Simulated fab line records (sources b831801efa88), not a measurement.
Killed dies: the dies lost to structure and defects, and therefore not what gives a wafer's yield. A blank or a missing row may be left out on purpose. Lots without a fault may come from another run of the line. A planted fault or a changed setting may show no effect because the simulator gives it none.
Split-lot experiment || flow sky130 || route with 708 steps; 5 lots, 23 wafers read

SPLIT DETAILS
At SKY_METAL2_DEVELOP_14 (develop time 60 s), the setting dev-temp-c was moved away from the recipe's 21 C on 7 of the 23 wafers read, by -15.7% to +16.9%. All remaining wafers had this setting at the recipe value.

FROM THE SPLIT ON TO THE READING: in between, the file shows 1 step
- SKY_METAL2_DESCUM_17: chemistry O2, time 8 s

THE READING
METAL2.cd-nm (the simulator's own value, which no gauge read), in nm, at SKY_METAL2_ETCH_18 (etches BARC in N2/H2, stops on SiO2, time 45.9 s, target depth 60 nm). The file does not state a usual value for it. Here, 16 wafers ran the recipe; their average is 140.2 nm with a standard deviation of 1.2 nm.

{"wafer": "L079.1", "tool, chamber at the split": "litho-track-02, 0", "dev-temp-c as run, C": 21, "against the recipe": "recipe", "METAL2.cd-nm, nm": 139.2, "against lot-mates on the recipe": "-"}
{"wafer": "L079.2", "tool, chamber at the split": "litho-track-02, 0", "dev-temp-c as run, C": 23.62, "against the recipe": "+12.5%", "METAL2.cd-nm, nm": 138.2, "against lot-mates on the recipe": -1.9}
{"wafer": "L079.3", "tool, chamber at the split": "litho-track-02, 0", "dev-temp-c as run, C": 21, "against the recipe": "recipe", "METAL2.cd-nm, nm": 140.4, "against lot-mates on the recipe": "-"}
{"wafer": "L079.4", "tool, chamber at the split": "litho-track-02, 0", "dev-temp-c as run, C": 23.62, "against the recipe": "+12.5%", "METAL2.cd-nm, nm": 136.7, "against lot-mates on the recipe": -3.4}
{"wafer": "L079.6", "tool, chamber at the split": "litho-track-02, 0", "dev-temp-c as run, C": 21, "against the recipe": "recipe", "METAL2.cd-nm, nm": 140.7, "against lot-mates on the recipe": "-"}
{"wafer": "L077.1", "tool, chamber at the split": "litho-track-02, 0", "dev-temp-c as run, C": 17.7, "against the recipe": "-15.7%", "METAL2.cd-nm, nm": 144.2, "against lot-mates on the recipe": "+3.6"}
{"wafer": "L077.2", "tool, chamber at the split": "litho-track-02, 0", "dev-temp-c as run, C": 17.7, "against the recipe": "-15.7%", "METAL2.cd-nm, nm": 144.7, "against lot-mates on the recipe": "+4.1"}
{"wafer": "L077.3", "tool, chamber at the split": "litho-track-02, 0", "dev-temp-c as run, C": 17.7, "against the recipe": "-15.7%", "METAL2.cd-nm, nm": 143.3, "against lot-mates on the recipe": "+2.7"}
{"wafer": "L077.5", "tool, chamber at the split": "litho-track-02, 0", "dev-temp-c as run, C": 21, "against the recipe": "recipe", "METAL2.cd-nm, nm": 141.2, "against lot-mates on the recipe": "-"}
{"wafer": "L077.6", "tool, chamber at the split": "litho-track-02, 0", "dev-temp-c as run, C": 21, "against the recipe": "recipe", "METAL2.cd-nm, nm": 140, "against lot-mates on the recipe": "-"}
{"wafer": "L080.1", "tool, chamber at the split": "litho-track-03, 0", "dev-temp-c as run, C": 21, "against the recipe": "recipe", "METAL2.cd-nm, nm": 139.5, "against lot-mates on the recipe": "-"}
{"wafer": "L080.2", "tool, chamber at the split": "litho-track-03, 0", "dev-temp-c as run, C": 21, "against the recipe": "recipe", "METAL2.cd-nm, nm": 140.5, "against lot-mates on the recipe": "-"}
{"wafer": "L080.4", "tool, chamber at the split": "litho-track-03, 0", "dev-temp-c as run, C": 21, "against the recipe": "recipe", "METAL2.cd-nm, nm": 139.7, "against lot-mates on the recipe": "-"}
{"wafer": "L080.5", "tool, chamber at the split": "litho-track-03, 0", "dev-temp-c as run, C": 21, "against the recipe": "recipe", "METAL2.cd-nm, nm": 138.9, "against lot-mates on the recipe": "-"}
{"wafer": "L080.6", "tool, chamber at the split": "litho-track-03, 0", "dev-temp-c as run, C": 21, "against the recipe": "recipe", "METAL2.cd-nm, nm": 140.4, "against lot-mates on the recipe": "-"}
{"wafer": "L084.1", "tool, chamber at the split": "litho-track-02, 0", "dev-temp-c as run, C": 21, "against the recipe": "recipe", "METAL2.cd-nm, nm": 141.9, "against lot-mates on the recipe": "-"}
{"wafer": "L084.3", "tool, chamber at the split": "litho-track-02, 0", "dev-temp-c as run, C": 21, "against the recipe": "recipe", "METAL2.cd-nm, nm": 143.1, "against lot-mates on the recipe": "-"}
{"wafer": "L084.4", "tool, chamber at the split": "litho-track-02, 0", "dev-temp-c as run, C": 24.55, "against the recipe": "+16.9%", "METAL2.cd-nm, nm": 139.7, "against lot-mates on the recipe": -2.3}
{"wafer": "L084.5", "tool, chamber at the split": "litho-track-02, 0", "dev-temp-c as run, C": 24.55, "against the recipe": "+16.9%", "METAL2.cd-nm, nm": 139.2, "against lot-mates on the recipe": -2.8}
{"wafer": "L084.6", "tool, chamber at the split": "litho-track-02, 0", "dev-temp-c as run, C": 21, "against the recipe": "recipe", "METAL2.cd-nm, nm": 141, "against lot-mates on the recipe": "-"}
{"wafer": "L085.3", "tool, chamber at the split": "litho-track-03, 0", "dev-temp-c as run, C": 21, "against the recipe": "recipe", "METAL2.cd-nm, nm": 138.2, "against lot-mates on the recipe": "-"}
{"wafer": "L085.4", "tool, chamber at the split": "litho-track-03, 0", "dev-temp-c as run, C": 21, "against the recipe": "recipe", "METAL2.cd-nm, nm": 139.9, "against lot-mates on the recipe": "-"}
{"wafer": "L085.5", "tool, chamber at the split": "litho-track-03, 0", "dev-temp-c as run, C": 21, "against the recipe": "recipe", "METAL2.cd-nm, nm": 139.3, "against lot-mates on the recipe": "-"}

FIT RESULTS
A straight line over all 23 wafers: METAL2.cd-nm changes by -0.172 nm for each +1% of dev-temp-c; r = -0.76; the points scatter about the line by 1.3 nm.
The same after taking each lot's own level away (the mean of its wafers on the recipe; 23 wafers): -0.195 nm for each +1%; r = -0.92; scatter 0.73 nm.
The reading moves by 3.3 nm for the largest change in dev-temp-c, on that fit.
Across the lots, their own levels run from 139.13 to 142.00 nm, a range of 2.5 times the standard deviation given above.
So the lot-to-lot level blurs the effect unless lot-mates are compared.
Check: for one of the wafers moved furthest among these (+16.9%), held out of the fit, the line's prediction against its lot-mates is -3.44 nm. It came out at -2.3 nm against them.

THE OTHER SPLITS THESE WAFERS WENT THROUGH
Other splits were also applied to these wafers ahead of the reading. Each is held against what the fit with the lots' levels taken away leaves over:
{"other split on the same wafers": "SKY_METAL1_SPUTTER_02 chamber-pressure-pa", "wafers away from the commonest value": 18, "r with METAL2.cd-nm (lot level and that fit taken away)": -0.12}
{"other split on the same wafers": "SKY_METAL1_DEVELOP_14 develop-time-s", "wafers away from the commonest value": 10, "r with METAL2.cd-nm (lot level and that fit taken away)": "+0.10"}
{"other split on the same wafers": "SKY_METAL2_SPUTTER_00 power-w", "wafers away from the commonest value": 9, "r with METAL2.cd-nm (lot level and that fit taken away)": "+0.14"}

THE FILE'S OWN FIT
METAL2.cd-nm changes by -0.189 nm for each +1% of dev-temp-c, r = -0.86.
